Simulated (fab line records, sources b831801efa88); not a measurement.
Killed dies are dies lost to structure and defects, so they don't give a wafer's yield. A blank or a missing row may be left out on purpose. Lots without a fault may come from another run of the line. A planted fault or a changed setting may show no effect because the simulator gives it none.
fab line records | flow gf180mcu
record lots=13 wafers=39 last_day=34
route steps=602 shown HV_LDD@213 NSD@243 SAB@264
lots that met no fault: from a run of the same line without faults
start_h: hours from the record's first day to the start of the lot's first wafer shown | wait_h: hours since the lot's step before | " the same as in the row above | L1.1+2: a row that stands for several wafers | - no value, or no start given | * or withheld: withheld | < > ~ a bound
route shown NAME@n: a module of which the file shows steps, and the number in the route of the first | usual: mean/standard deviation of fault-free wafers | same: alike in all rows | chamber/n: place in a boat | sites: the reading at each site | _std_site: their standard deviation | _edge_site: outer sites' mean less inner sites' | radius_mm: how far each site lies from the wafer's centre | mask NAME#n: copy n | behind: the tool/chamber that last shaped the wafer | hold: why the lot was held/for how many hours/how that ended | device: the transistor (n, p or np) that didn't switch | end of line: the same wafers' tests at the end of the route | a step without rows: its recipe alone | killed: dies lost to structure and defects at the first sort, not the wafer's yield | map: a wafer's dies, x killed, . not, _ none there
set.NAME: the setting as run; set.NAME@STEP: as run at that earlier step | model.NAME: the simulator's own value behind a step, which no gauge read
steps of the route over a sample of lots; a table a step, a row a wafer
services: from which hour (start_h, from the record's first day; less than 0 if before it) a tool's chamber was out of use, for how many hours, and why
## steps
# step GF_HV_LDD_STRIP_37
# recipe chemistry=O2/N2 power_w=1400 pressure_mtorr=1500 platen_temp_c=250 o2_flow_sccm=3000 n2_flow_sccm=300 overash_fraction=0.5
# usual drypump_motor_current_A=6.00/0.29 heater_power_w=350/34 o2_flow_sccm=3001/9 oes_product_au=0.716/0.0042 platen_temp_c=250.01/0.17 strip_time_to_endpoint_s=12.64/0.031
# columns lot.wafer tool chamber start_h wait_h drypump_motor_current_A heater_power_w o2_flow_sccm oes_product_au platen_temp_c rf_hours_counter_h strip_time_to_endpoint_s
L869.1 plasma_asher-02 1 246.12 0.1 6.01 369 3013 0.713 249.84 43 12.68
L869.2 " 0 " " 6.18 329 2990 0.716 249.99 43 12.67
L869.4 " 0 " " 6.16 328 2988 0.728 250.27 - 12.65
L870.2 plasma_asher-01 1 255.72 0.1 5.62 373 3006 0.719 249.94 62 12.62
L870.5 " 1 " " 5.64 373 3007 0.707 250.13 - 12.64
L870.6 " 0 " " 6.41 383 3000 0.713 249.83 - 12.66
L872.2 plasma_asher-01 0 270.98 0.1 6.46 384 3006 0.717 250.10 64 12.65
L872.5 " 0 " " 6.45 375 3005 0.711 250.13 - 12.62
L872.6 " 1 " " 5.64 374 3015 0.710 249.97 - 12.67
L873.1 plasma_asher-01 0 281.00 0.1 6.48 384 3002 0.717 250.04 65 12.69
L873.3 " 1 " " 5.60 374 2993 0.718 250.06 - 12.66
L873.6 " 0 " " 6.51 384 3011 0.719 249.95 - 12.65
L874.1 plasma_asher-01 1 295.20 0.1 5.62 377 3003 0.711 250.02 66 12.61
L874.2 " 0 " " 6.46 381 2985 0.724 250.27 66 12.61
L874.5 " 0 " " 6.49 383 3001 0.713 249.80 - 12.61
L876.2 plasma_asher-03 1 312.42 0.1 5.67 321 2995 0.718 250.11 21 12.62
L876.4 " 0 " " 6.01 294 3016 0.716 250.22 - 12.58
L876.6 " 0 " " 6.03 291 2997 0.715 249.71 - 12.61
L877.2 plasma_asher-03 1 317.13 0.1 5.70 316 2997 0.720 249.95 22 12.61
L877.5 " 0 " " 6.00 296 3013 0.712 249.88 - 12.65
L877.6 " 1 " " 5.67 307 3000 0.713 250.00 - 12.65
L878.3 plasma_asher-02 0 323.50 0.1 6.14 322 2997 0.714 249.91 - 12.65
L878.4 " 1 " " 6.00 368 2996 0.709 250.08 - 12.65
L878.6 " 0 " " 6.13 330 2994 0.714 249.95 - 12.65
L880.2 plasma_asher-02 1 342.40 0.1 6.01 364 2997 0.718 250.06 51 12.63
L880.3 " 1 " " 6.01 368 2996 0.717 250.18 - 12.65
L880.5 " 1 " " 6.01 377 2987 0.721 249.90 - 12.62
L889.2 plasma_asher-01 0 407.85 0.1 6.49 383 3010 0.708 249.89 79 12.65
L889.3 " 0 " " 6.50 385 2999 0.716 249.91 - 12.63
L889.4 " 1 " " 5.58 384 3001 0.710 250.25 - 12.63
L890.2 plasma_asher-03 1 418.82 0.1 5.73 314 3000 0.719 250.13 31 12.61
L890.3 " 1 " " 5.70 317 3004 0.711 250.10 - 12.64
L890.5 " 1 " " 5.70 322 3005 0.708 249.93 - 12.62
L891.2 plasma_asher-01 0 427.55 0.1 6.45 382 3002 0.723 250.30 81 12.60
L891.5 " 0 " " 6.44 382 2993 0.714 250.16 - 12.61
L891.6 " 1 " " 5.61 378 2985 0.714 250.11 - 12.63
L892.1 plasma_asher-03 1 437.02 0.1 5.71 316 2995 0.723 250.08 34 12.64
L892.2 " 0 " " 5.98 289 3010 0.718 250.21 34 12.63
L892.6 " 0 " " 5.98 288 3006 0.714 250.24 - 12.59
# step GF_NSD_OVL_MEAS_08
# usual NSD_OVL=0.0/1.3
# columns lot.wafer tool chamber start_h wait_h NSD_OVL[nm]
L869.1 overlay-02 - 289.29 0.1 2.6
L869.2 " - " " -0.6
L869.4 " - " " 1.9
L870.2 overlay-01 - 299.37 0.1 0.8
L870.5 " - " " -0.9
L870.6 " - " " 0.4
L872.2 overlay-02 - 317.22 0.1 -1.8
L872.5 " - " " -2.5
L872.6 " - " " -1.3
L873.1 overlay-01 - 325.41 0.1 1.2
L873.3 " - " " 0.1
L873.6 " - " " -2.5
L874.1 overlay-02 - 340.51 0.1 -1.9
L874.2 " - " " -1.3
L874.5 " - " " -1.7
L876.2 overlay-02 - 358.24 0.1 -0.9
L876.4 " - " " 0.6
L876.6 " - " " -0.4
L877.2 overlay-02 - 363.79 0.1 -0.6
L877.5 " - " " 0.7
L877.6 " - " " -0.2
L878.3 overlay-02 - 370.35 0.1 -0.7
L878.4 " - " " 0.2
L878.6 " - " " -1.6
L880.2 overlay-02 - 390.32 0.1 -0.1
L880.3 " - " " 0.4
L880.5 " - " " -0.9
L889.2 overlay-02 - 458.19 0.1 0.0
L889.3 " - " " -1.9
L889.4 " - " " 0.5
L890.2 overlay-02 - 471.16 0.1 1.0
L890.3 " - " " 1.3
L890.5 " - " " 1.6
L891.2 overlay-02 - 478.33 0.1 -2.1
L891.5 " - " " -4.6
L891.6 " - " " -2.5
L892.1 overlay-02 - 488.08 0.1 0.5
L892.2 " - " " 1.0
L892.6 " - " " -1.4
# step GF_SAB_CVD_00
# recipe material=SiO2 target_thk_nm=50 precursor=TEOS temp_c=400 time_s=4.9302 rf_w=600
# usual heater_power_w=677/80
# columns lot.wafer tool chamber start_h wait_h heater_power_w
L869.1 pecvd-04 0 311.26 0.1 551
L869.2 " 1 " " 651
L869.4 " 1 " " 655
L870.2 pecvd-04 0 321.00 0.1 693
L870.5 " 1 " " 631
L870.6 " 0 " " 687
L872.2 pecvd-04 2 339.51 0.1 782
L872.5 " 0 " " 678
L872.6 " 2 " " 791
L873.1 pecvd-01 1 348.56 0.1 777
L873.3 " 0 " " 662
L873.6 " 1 " " 761
L874.1 pecvd-02 1 363.16 0.1 607
L874.2 " 0 " " 658
L874.5 " 0 " " 676
L876.2 pecvd-04 0 381.10 0.1 691
L876.4 " 2 " " 839
L876.6 " 1 " " 762
L877.2 pecvd-02 1 387.05 0.1 576
L877.5 " 2 " " 627
L877.6 " 0 " " 580
L878.3 pecvd-02 1 393.55 0.1 542
L878.4 " 2 " " 604
L878.6 " 0 " " 678
L880.2 pecvd-04 1 414.15 0.1 763
L880.3 " 2 " " 834
L880.5 " 1 " " 752
L889.2 pecvd-04 0 483.05 0.1 671
L889.3 " 2 " " 784
L889.4 " 0 " " 659
L890.2 pecvd-04 0 496.40 0.1 592
L890.3 " 1 " " 727
L890.5 " 1 " " 756
L891.2 pecvd-01 0 503.67 0.1 630
L891.5 " 0 " " 635
L891.6 " 1 " " 806
L892.1 pecvd-02 0 513.70 0.1 694
L892.2 " 2 " " 555
L892.6 " 0 " " 706
# step GF_SAB_THK_MEAS_01
# recipe reads=SiO2_of_SAB_CVD_00
# usual SAB_CVD_00_THK=50.1/0.74
# columns lot.wafer tool chamber start_h wait_h SAB_CVD_00_THK[nm]
L869.1 film_metro-03 - 311.28 0.0 50.2
L869.2 " - " " 50.6
L869.4 " - " " 51.3
L870.2 film_metro-02 - 321.03 0.0 49.3
L870.5 " - " " 51.5
L870.6 " - " " 50.4
L872.2 film_metro-03 - 339.54 0.0 50.0
L872.5 " - " " 50.5
L872.6 " - " " 50.4
L873.1 film_metro-03 - 348.58 0.0 50.4
L873.3 " - " " 50.1
L873.6 " - " " 51.1
L874.1 film_metro-02 - 363.18 0.0 49.5
L874.2 " - " " 48.8
L874.5 " - " " 49.9
L876.2 film_metro-02 - 381.13 0.0 49.4
L876.4 " - " " 50.9
L876.6 " - " " 51.2
L877.2 film_metro-01 - 387.10 0.0 49.5
L877.5 " - " " 50.8
L877.6 " - " " 49.6
L878.3 film_metro-02 - 393.59 0.0 50.0
L878.4 " - " " 51.1
L878.6 " - " " 50.0
L880.2 film_metro-02 - 414.18 0.0 49.8
L880.3 " - " " 49.9
L880.5 " - " " 50.1
L889.2 film_metro-02 - 483.08 0.0 17.3
L889.3 " - " " 17.7
L889.4 " - " " 17.0
L890.2 film_metro-03 - 496.43 0.0 16.1
L890.3 " - " " 16.3
L890.5 " - " " 17.3
L891.2 film_metro-02 - 503.70 0.0 49.1
L891.5 " - " " 49.6
L891.6 " - " " 50.4
L892.1 film_metro-01 - 513.72 0.0 49.8
L892.2 " - " " 50.1
L892.6 " - " " 50.3
# step GF_SAB_CD_MEAS_09
# recipe target_cd_nm=420
# usual cd_nm=419.9/1.8
# columns lot.wafer tool chamber start_h wait_h cd_nm
L869.1 cd_sem-02 - 332.19 0.1 423.4
L869.2 " - " " 422.7
L869.4 " - " " 422.3
L870.2 cd_sem-02 - 342.56 0.1 422.3
L870.5 " - " " 419.4
L870.6 " - " " 420.7
L872.2 cd_sem-02 - 360.44 0.1 422.6
L872.5 " - " " 419.6
L872.6 " - " " 422.5
L873.1 cd_sem-01 - 370.34 0.1 418.6
L873.3 " - " " 416.3
L873.6 " - " " 417.1
L874.1 cd_sem-02 - 385.42 0.1 422.3
L874.2 " - " " 421.2
L874.5 " - " " 421.6
L876.2 cd_sem-01 - 403.18 0.1 420.6
L876.4 " - " " 420.6
L876.6 " - " " 417.2
L877.2 cd_sem-02 - 409.28 0.1 420.3
L877.5 " - " " 422.6
L877.6 " - " " 417.6
L878.3 cd_sem-02 - 416.23 0.1 419.0
L878.4 " - " " 419.4
L878.6 " - " " 418.9
L880.2 cd_sem-02 - 437.73 0.1 420.5
L880.3 " - " " 419.2
L880.5 " - " " 418.6
L889.2 cd_sem-02 - 506.64 0.1 420.3
L889.3 " - " " 419.1
L889.4 " - " " 419.3
L890.2 cd_sem-01 - 519.83 0.1 422.7
L890.3 " - " " 421.1
L890.5 " - " " 420.1
L891.2 cd_sem-01 - 527.88 0.1 421.8
L891.5 " - " " 423.1
L891.6 " - " " 421.9
L892.1 cd_sem-02 - 537.09 0.1 422.9
L892.2 " - " " 421.4
L892.6 " - " " 421.8
## services
# columns tool chamber start_h hours kind
plasma_asher-03 - 251.07 1.4 repair
pecvd-02 - 267.51 5.5 pm
plasma_asher-02 - 291.32 2.8 pm
pecvd-01 - 291.85 0.7 repair
plasma_asher-01 - 308.15 1.0 repair
plasma_asher-02 - 308.26 4.3 repair
pecvd-01 - 323.91 4.3 pm
plasma_asher-02 - 331.13 5.5 repair
plasma_asher-03 - 337.96 14.6 pm
pecvd-01 - 350.36 0.7 repair
pecvd-01 - 361.90 6.0 repair
pecvd-02 - 368.88 14.0 pm
pecvd-02 0 368.88 14.0 vent_cycle
pecvd-02 1 368.88 14.0 vent_cycle
pecvd-02 2 368.88 14.0 vent_cycle
pecvd-02 0 382.88 - clean
pecvd-02 1 382.88 - clean
pecvd-01 1 384.83 3.8 repair
plasma_asher-03 - 427.28 0.4 repair
plasma_asher-03 - 449.83 15.7 pm
pecvd-04 1 455.33 4.6 repair
pecvd-04 1 463.09 4.6 repair
pecvd-02 2 480.67 21.0 repair
plasma_asher-01 - 485.54 8.7 repair
## key
first_sign step=GF_SAB_THK_MEAS_01 reading=SAB_CVD_00_THK direction=down sigmas=45 usual=50.1 struck=16.9
effect none on later readings
met_at GF_SAB_CVD_00
struck_lots L889,L890
tester_left_out L889,L890
not_acting_at GF_HV_LDD_STRIP_37,GF_NSD_OVL_MEAS_08,GF_SAB_CD_MEAS_09
onset_between 414.15 483.05
fault kind=process_parameter_drift tool=pecvd-04 chamber=- onset_h=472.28 steps=GF_SAB_CVD_00 channel=target_thk_nm offset=-33.477 shape=step end_h=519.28 acts_in=these_recipes_only stated=50
# tester_left_out: of these lots the tester's yield and bins aren't shown, on N5 and GAA mostly nor the transistor test; their killed dies are dies lost to structure and defects alone, not to doping, threshold or leakage, so they don't give the yield
